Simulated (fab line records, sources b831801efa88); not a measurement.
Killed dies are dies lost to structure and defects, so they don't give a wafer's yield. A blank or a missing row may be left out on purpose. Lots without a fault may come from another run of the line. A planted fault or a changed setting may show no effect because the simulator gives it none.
Which tool did it? | flow sky130 | 10 lots, 29 wafers sampled, at 6 steps of a route of 708

WHAT THE GAUGES READ, wafer by wafer
SKY_METAL2_THK_MEAS_06: measures by xrf.
lot  | measured     | on            | METAL2_ALCU_THK (nm)
L583 | day 33 12:26 | film_metro-02 | 244.4 245.9 247.3
L584 | day 34 02:52 | film_metro-02 | 245.9 252.0 247.6
L586 | day 36 04:07 | film_metro-04 | 242.4 243.3 241.3
L587 | day 36 05:22 | film_metro-04 | 248.8 249.9 248.1
L590 | day 36 08:10 | film_metro-04 | 242.9 245.1 242.6
L593 | day 37 00:54 | film_metro-04 | 249.0 248.5 247.0
L594 | day 37 10:14 | film_metro-03 | 245.5 245.9 247.8
L601 | day 39 20:23 | film_metro-04 | 252.4 253.3 255.4
L600 | day 39 23:22 | film_metro-04 | 248.5 246.4
L602 | day 40 06:52 | film_metro-04 | 247.0 248.8 249.8

SKY_METAL2_CD_MEAS_15: target cd 140 nm.
lot  | measured     | on        | cd_nm (nm)
L583 | day 34 15:44 | cd_sem-02 | 139.2 138.4 138.5
L584 | day 35 05:56 | cd_sem-02 | 139.2 138.1 138.0
L586 | day 37 05:55 | cd_sem-01 | 140.6 141.0 140.4
L587 | day 37 07:09 | cd_sem-02 | 139.5 138.4 139.5
L590 | day 37 10:21 | cd_sem-02 | 139.5 140.0 139.6
L593 | day 38 03:14 | cd_sem-02 | 138.4 140.0 139.8
L594 | day 38 12:28 | cd_sem-01 | 141.1 141.3 140.1
L601 | day 40 21:18 | cd_sem-01 | 141.4 140.4 141.5
L600 | day 40 23:44 | cd_sem-01 | 141.5 142.3
L602 | day 41 07:48 | cd_sem-01 | 139.2 137.6 137.4

SKY_CAP2M_RS_MEAS_03: measures by four-point-probe.
lot  | measured     | on            | CAP2M_TIN_RS (ohm/sq)
L583 | day 39 07:18 | film_metro-04 | 6.86 6.88 6.91
L584 | day 39 21:16 | film_metro-03 | 6.92 6.95 6.92
L586 | day 41 17:22 | film_metro-03 | 6.87 6.90 6.88
L587 | day 41 18:44 | film_metro-04 | 6.86 6.74 6.77
L590 | day 41 21:34 | film_metro-03 | 6.86 6.77 6.90
L593 | day 42 11:59 | film_metro-03 | 6.96 7.02 6.92
L594 | day 42 21:01 | film_metro-03 | 6.86 6.89 6.86
L601 | day 45 00:57 | film_metro-04 | 6.82 6.93 6.84
L600 | day 45 04:21 | film_metro-04 | 6.95 8.17
L602 | day 45 10:41 | film_metro-02 | 6.90 8.08 6.88

SKY_CAP2M_THK_MEAS_04: measures by xrf.
lot  | measured     | on            | CAP2M_TIN_THK (nm)
L583 | day 39 07:25 | film_metro-04 | 200.6 201.2 200.6
L584 | day 39 21:23 | film_metro-03 | 197.0 196.7 196.3
L586 | day 41 17:29 | film_metro-03 | 199.2 199.0 199.5
L587 | day 41 18:50 | film_metro-04 | 199.3 202.8 201.9
L590 | day 41 21:41 | film_metro-03 | 199.9 201.9 197.8
L593 | day 42 12:07 | film_metro-03 | 196.3 194.4 198.2
L594 | day 42 21:08 | film_metro-03 | 199.0 199.4 199.0
L601 | day 45 01:04 | film_metro-04 | 201.3 198.4 200.0
L600 | day 45 04:27 | film_metro-04 | 196.3 168.7
L602 | day 45 10:49 | film_metro-02 | 198.7 170.1 199.5

WHICH TOOL RAN EACH LOT (tool, then ch and the chambers of the sampled wafers, then the start)
lot  | SKY_METAL2_METAL_ETCH_19          | SKY_CAP2M_SPUTTER_02
L583 | rie_metal-02 ch 0,1, day 34 15:59 | pvd_sputter-04, day 39 07:11
L584 | rie_metal-03 ch 0,1, day 35 06:11 | pvd_sputter-01, day 39 21:10
L586 | rie_metal-04 ch 0,1, day 37 06:11 | pvd_sputter-01, day 41 17:14
L587 | rie_metal-02 ch 0,1, day 37 07:23 | pvd_sputter-03, day 41 18:36
L590 | rie_metal-02 ch 0,1, day 37 10:35 | pvd_sputter-01, day 41 21:27
L593 | rie_metal-02 ch 0,1, day 38 03:30 | pvd_sputter-01, day 42 11:53
L594 | rie_metal-03 ch 0,1, day 38 12:42 | pvd_sputter-01, day 42 20:53
L601 | rie_metal-02 ch 0, day 40 21:33   | pvd_sputter-04, day 45 00:49
L600 | rie_metal-02 ch 1, day 40 23:59   | pvd_sputter-01, day 45 04:12
L602 | rie_metal-04 ch 0,1, day 41 08:03 | pvd_sputter-01, day 45 10:35
- SKY_METAL2_METAL_ETCH_19: etches the open film in Cl2/BCl3, stops on SiO2, target depth 360 nm, time 78 s.
- SKY_CAP2M_SPUTTER_02: material TiN, target thk 200 nm, time 166.7 s.

WHAT THE TOOLS THEMSELVES READ (means of the sampled wafers that have a number; where no wafer has one, the mark that the record gives instead)
SKY_METAL2_METAL_ETCH_19.
lot  | tool         | drypump_motor_current_A (A) | oes_product_au (a.u.) | throttle_valve_pct (%)
L583 | rie_metal-02 | 5.7                         | 0.855                 | 22.263
L584 | rie_metal-03 | 6.0                         | 0.854                 | 22.270
L586 | rie_metal-04 | 5.8                         | 0.850                 | 22.262
L587 | rie_metal-02 | 5.7                         | 0.860                 | 22.261
L590 | rie_metal-02 | 5.7                         | 0.852                 | 22.256
L593 | rie_metal-02 | 5.7                         | 0.856                 | 22.277
L594 | rie_metal-03 | 6.0                         | 0.854                 | 22.262
L601 | rie_metal-02 | 5.7                         | 0.854                 | 22.266
L600 | rie_metal-02 | 5.7                         | 0.853                 | 22.266
L602 | rie_metal-04 | 5.8                         | 0.861                 | 22.264

SKY_CAP2M_SPUTTER_02.
lot  | tool           | substrate_temp_c (C) | throttle_valve_pct (%)
L583 | pvd_sputter-04 | 300.13               | 31.0
L584 | pvd_sputter-01 | 300.00               | 29.4
L586 | pvd_sputter-01 | 300.06               | 29.3
L587 | pvd_sputter-03 | 300.07               | 28.8
L590 | pvd_sputter-01 | 299.89               | 30.1
L593 | pvd_sputter-01 | 300.01               | 29.3
L594 | pvd_sputter-01 | 300.12               | 29.4
L601 | pvd_sputter-04 | 299.98               | 31.0
L600 | pvd_sputter-01 | 300.04               | 30.1
L602 | pvd_sputter-01 | 299.93               | 28.9

THE ANSWER, worked out from the rows above alone
Rule: what is usual is taken from the lots themselves. Put in order of their means at a reading, lots are off if they are a third of the lots or fewer, leave a main group of 4 or more, and stand apart from it by a gap of 3 or more times the standard deviation of the main group's means; of several such gaps the widest counts. A main group whose means are all the same, to the digits that the tables above print for the reading, isn't used. A lot without any number at a reading at which 4 lots or more have one is off too. The other lots that the step has rows for count as sound. The gauges are gone through in route order, then the tools' own readings, and for those a lot's mean is taken as printed above. The first step at which some lot is off is used, and at that step the reading that is off furthest; a lot without a number counts as furthest.
Off: L600, L602, at SKY_CAP2M_RS_MEAS_03 (CAP2M_TIN_RS). The main group: mean 6.88 ohm/sq, standard deviation 0.05.
A tool fits if, at a process step before that reading, it ran every lot that is off, and no sound lot after the first of them. The gauges at SKY_CAP2M_RS_MEAS_03 are tried like those tools. One fits: pvd_sputter-01 at SKY_CAP2M_SPUTTER_02. Its last sound lot is L594 (day 42 20:53), its first lot that is off L600 (day 45 04:12): a fault that began between those two fits.

WHAT THE SIMULATOR HAD PUT IN
Process parameter drift: pvd_sputter-01, from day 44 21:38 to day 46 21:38, at SKY_CAP2M_SPUTTER_02. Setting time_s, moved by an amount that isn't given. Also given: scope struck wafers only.
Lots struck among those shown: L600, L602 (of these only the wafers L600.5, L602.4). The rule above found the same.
